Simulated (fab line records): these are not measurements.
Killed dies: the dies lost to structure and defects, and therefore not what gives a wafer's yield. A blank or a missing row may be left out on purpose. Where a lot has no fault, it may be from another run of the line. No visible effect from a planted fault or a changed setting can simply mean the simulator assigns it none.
A lot that was struck, set against a sound lot :: flow sky130 :: 33 steps out of a route of 708
Sound: the wafers L113.2, L113.4, L113.5. Wafers L117.2, L117.3, L117.4 were the ones struck. At the end, the cause is stated.
Order at every step that has rows: each side's tool, ch and its chambers, its first start. Under that, the readings that differ: sound wafers :: struck wafers :: difference of the means :: sigmas: that difference in standard deviations of wafers without a fault.
alike: readings whose means differ by less than 2 such deviations, and words and numbers that are the same on both sides. not compared: withheld readings, readings that some wafer has no value for, bounds like >300 that may hide the same value, and numbers for which the record gives no deviation and whose values overlap.
Wherever a step has rows on one side only, a row that says differs or no value, or a row with sigmas, the two part there. Non-overlapping numbers with no deviation appear without sigmas and do not part them. A reading that every wafer of one side lacks parts them only if that side has two wafers or more.

first, 7 steps without rows for these wafers: SKY_SONOS_TUNNEL_DEVELOP_06 (develop time 60 s); SKY_SONOS_TUNNEL_IMPLANT_09; SKY_SONOS_TUNNEL_WET_ETCH_10 (etches SiO2 in dHF, target depth 14 nm, time 280 s); SKY_SONOS_TUNNEL_STRIP_11 (strips in SPM, time 600 s); SKY_SONOS_TUNNEL_CLEAN_13 (cleans in dHF, time 20 s); SKY_SONOS_ONO_OXIDATION_00 (stabilise 600 s, purge 300 s, target thk 2.6 nm); SKY_SONOS_ONO_CVD_02 (deposits Si3N4 from DCS/NH3, target thk 10.5 nm, time 180 s).
SKY_SONOS_ONO_CVD_04: deposits SiO2 from SiH4/N2O, target thk 5.7199 nm.
  sound on lpcvd-03 ch 0, day 12 00:45; struck on lpcvd-03 ch 0, day 13 02:31
reading: spikeTcCentreC (C)
sound: 899.4 898.8 897.6
struck: 916.3 916.0 915.1
difference: +17.2
sigmas: +11

reading: zonePowerCentrePct (%)
sound: 19.1 18.8 18.5
struck: 24.8 25.0 25.3
difference: +6.2
sigmas: +4

reading: zonePowerUpperPct (%)
sound: 15.9 16.1 15.6
struck: 12.8 12.9 13.0
difference: -3.0
sigmas: -3

reading: model.SiO2_of_SONOS_ONO_CVD_04.thkNm (nm)
sound: 5.719 5.702 5.748
struck: 5.887 5.976 6.024
difference: +0.239
sigmas: 
then, 23 steps without rows for these wafers: SKY_SONOS_ONO_DEHYDRATE_06 (time 60 s); SKY_SONOS_ONO_HMDS_07 (prime time 60 s); SKY_SONOS_ONO_COAT_08 (resist thk 1140 nm); SKY_SONOS_ONO_SOFTBAKE_09 (time 60 s); SKY_SONOS_ONO_EXPOSE_10 (exposes mask ONOM, target cd 410 nm); SKY_SONOS_ONO_PEB_11; SKY_SONOS_ONO_DEVELOP_12 (develop time 60 s); SKY_SONOS_ONO_ETCH_15 (etches the open film in CHF3/O2, target depth 19.52 nm, time 7.8 s); SKY_SONOS_ONO_WET_ETCH_16 (etches SiO2 in dHF, target depth 14 nm, time 280 s); SKY_SONOS_ONO_STRIP_17 (strips in O2/N2); SKY_SONOS_ONO_WET_ETCH_18 (etches Si3N4 in H3PO4, target depth 15 nm, time 172 s); SKY_GATE_OXIDE_CLEAN_00 (cleans in SC1/SC2, time 150 s); SKY_GATE_OXIDE_OXIDATION_01 (stabilise 600 s, purge 300 s, target thk 10.268 nm); SKY_GATE_OXIDE_DEHYDRATE_03 (time 60 s); SKY_GATE_OXIDE_HMDS_04 (prime time 60 s); SKY_GATE_OXIDE_COAT_05 (resist thk 1140 nm); SKY_GATE_OXIDE_SOFTBAKE_06 (time 60 s); SKY_GATE_OXIDE_EXPOSE_07 (exposes mask LVOM, target cd 600 nm); SKY_GATE_OXIDE_PEB_08; SKY_GATE_OXIDE_DEVELOP_09 (develop time 60 s); SKY_GATE_OXIDE_IMPLANT_11; SKY_GATE_OXIDE_WET_ETCH_12 (etches SiO2 in dHF, target depth 16.8 nm, time 336 s); SKY_GATE_OXIDE_STRIP_13 (strips in O2/N2).
-- the record jumps here: 3 days lie between the struck wafers' starts before and after --
SKY_GATE_OXIDE_CLEAN_15: cleans in SC1/SC2, time 150 s.
  sound on wetBench-03 ch 3, day 14 10:10; struck on wetBench-03 ch 1, day 15 16:19
reading: model.SiO2_of_SONOS_ONO_CVD_04.thkNm (nm)
sound: 4.207 4.189 4.232
struck: 4.382 4.47 4.521
difference: +0.248
sigmas: 
-- a jump in the record: the struck wafers' starts before and after are 33 days apart (it breaks off in module GATE_OXIDE and resumes in module PAD_OPEN, where the first step shown is number 708 of the route) --
SKY_PAD_OPEN_PROBE_99:
  struck on prober-02, day 48 05:22; sound on prober-02, day 47 08:12
reading: model.etest.capOno.gateLog10ACm2
sound: -7.887 -7.847 -7.984
struck: -8.245 -8.185 -8.359
difference: -0.357
sigmas: 

reading: model.etest.capOno.gateBvV (V)
sound: 16.29 15.87 16.3
struck: 16.52 16.93 17.03
difference: +0.67
sigmas: 

reading: model.etest.capOno.toxAccNm (nm)
sound: 12.88 12.82 12.91
struck: 13.09 13.1 13.14
difference: +0.24
sigmas: 

reading: model.etest.sonosProgrammed.vtV (V)
sound: 1.391 1.491 1.415
struck: 1.288 1.349 1.32
difference: -0.113
sigmas: 

reading: model.etest.sonosErased.vtV (V)
sound: -2.267 -2.288 -2.276
struck: -2.212 -2.177 -2.155
difference: +0.096
sigmas: 

reading: model.etest.sonosBaked.vtV (V)
sound: 0.9417 0.9689 0.9654
struck: 0.9007 0.8607 0.867
difference: -0.0825
sigmas: 
  alike: killed_at_M0_to_M3, killed_at_M4_up, killedAtContacts, killedAtFrontEnd, killedAtOther, killedDies, killedOpen, killedShort
  not compared: model.etest.sonosErased.driveUaUm, model.etest.sonosUncharged.rOnOhmUm

== WHERE THEY PART ==
Only at SKY_SONOS_ONO_CVD_04, within this record. Later steps at which nothing parts them and some readings are alike: SKY_PAD_OPEN_PROBE_99.

WHY: the cause the simulator had injected
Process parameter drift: lpcvd-03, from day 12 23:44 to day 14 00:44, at SKY_SONOS_ONO_CVD_04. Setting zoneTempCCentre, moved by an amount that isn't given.
